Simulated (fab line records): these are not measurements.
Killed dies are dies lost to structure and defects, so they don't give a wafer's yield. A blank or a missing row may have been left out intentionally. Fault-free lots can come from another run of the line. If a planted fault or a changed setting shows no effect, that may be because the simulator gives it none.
A struck lot beside a sound one || flow sfq line || 14 out of 325 route steps
Sound: these wafers, L165.1, L165.2, L165.5. Wafers struck: L169.1, L169.5, L169.6. The cause is given at the end.
For every step that has rows: the tool of each side, followed by ch and its chambers, followed by its first start. Under that, the readings that differ: sound wafers || struck wafers || difference of the means || sigmas: that difference in standard deviations of wafers without a fault.
alike: readings with means less than 2 such deviations apart, plus words and numbers identical on both sides. not compared: withheld readings, readings lacking a value on some wafer, bounds such as >300 that could conceal the same value, and numbers that have no deviation in the record and whose values overlap.
Wherever a step has rows on one side only, a row that says differs or no value, or a row with sigmas, the two part there. Non-overlapping numbers with no deviation appear without sigmas and do not part them. Lack of a reading on every wafer of one side parts them only where that side has two or more wafers.

SFQ_TRILAYER_L0_STRIP_STRIP_009: strips in O2.
  sound on rie metal-01 ch 0,1, day 4 13:23; struck on rie metal-03 ch 0,1, day 5 12:16
{"reading": "oes product au (a.u.)", "sound": "0.995 0.979 0.975", "struck": "1.011 1.024 1.019", "difference": "+0.035", "sigmas": "+3"}
  alike: chamber pressure mTorr, drypump motor current A
  not compared: rf hours counter h
then, 1 step without rows for these wafers: SFQ_TRILAYER_L0_STRIP_SOLV_CLEAN_010 (cleans in NMP, time 600 s).
SFQ_TRILAYER_L0_CAP_PECVD_011: deposits SiO2 from SiH4/N2O, time 13.333 s, target thk 60 nm.
  sound on pecvd-02 ch 0,2, day 4 14:10; struck on pecvd-03 ch 0,1,2, day 5 13:02
{"reading": "heater power w (W)", "sound": "61 62 64", "struck": "93 98 117", "difference": "+40", "sigmas": "+2"}
  alike: throttle valve pct
then, 6 steps without rows for these wafers: SFQ_TRILAYER_L0_VIA_LITHO_COAT_018 (resist thk 62 nm); SFQ_TRILAYER_L0_VIA_LITHO_COAT_013 (resist thk 650 nm); SFQ_TRILAYER_L0_VIA_LITHO_SOFTBAKE_017; SFQ_TRILAYER_L0_VIA_LITHO_EXPOSE_014 (exposes mask L0V, target cd 700 nm); SFQ_TRILAYER_L0_VIA_LITHO_PEB_016 (peb time 60 s); SFQ_TRILAYER_L0_VIA_LITHO_DEVELOP_015 (time 60 s).
SFQ_L0V_OVL_MEAS_903:
  sound: overlay-01 at day 5 00:51; struck: overlay-01 at day 5 20:03
{"reading": "L0V_OVL (nm)", "sound": "12 13 13", "struck": "-5 -4 -4", "difference": -17, "sigmas": -3}
SFQ_TRILAYER_L0_VIA_BARC_OPEN_VIA_ETCH_021: etches BARC in O2, target depth 125 nm, time 41.7 s.
  sound on rie diel-03 ch 0,1, day 5 00:53; struck on rie diel-03 ch 1,2, day 5 20:05
  alike: drypump motor current A, oes product au
  not compared: rf hours counter h
SFQ_TRILAYER_L0_VIA_ETCH_VIA_ETCH_016: etches SiO2 in CHF3, stops on MoNx KI, target depth 80 nm.
  sound on rie diel-03 ch 0,1, day 5 00:56; struck on rie diel-03 ch 1,2, day 5 20:08
  alike: drypump motor current A, oes product au
SFQ_TRILAYER_L0_VIA_STRIP_STRIP_017: strips in O2.
  sound on rie metal-04 ch 0, day 5 00:59; struck on rie metal-04 ch 0,1, day 5 20:11
{"reading": "chamber pressure mTorr (mTorr)", "sound": "50.06 50.01 49.99", "struck": "40.04 39.99 40.01", "difference": -10.01, "sigmas": "-99 or more"}
  alike: drypump motor current A, oes product au
  not compared: rf hours counter h
then, 1 step without rows for these wafers: SFQ_TRILAYER_L0_VIA_STRIP_SOLV_CLEAN_018 (cleans in NMP, time 600 s).

WHERE THEY PART
Last at SFQ_TRILAYER_L0_VIA_STRIP_STRIP_017 as far as this record goes, first at SFQ_TRILAYER_L0_STRIP_STRIP_009.

WHY: the cause the simulator had injected
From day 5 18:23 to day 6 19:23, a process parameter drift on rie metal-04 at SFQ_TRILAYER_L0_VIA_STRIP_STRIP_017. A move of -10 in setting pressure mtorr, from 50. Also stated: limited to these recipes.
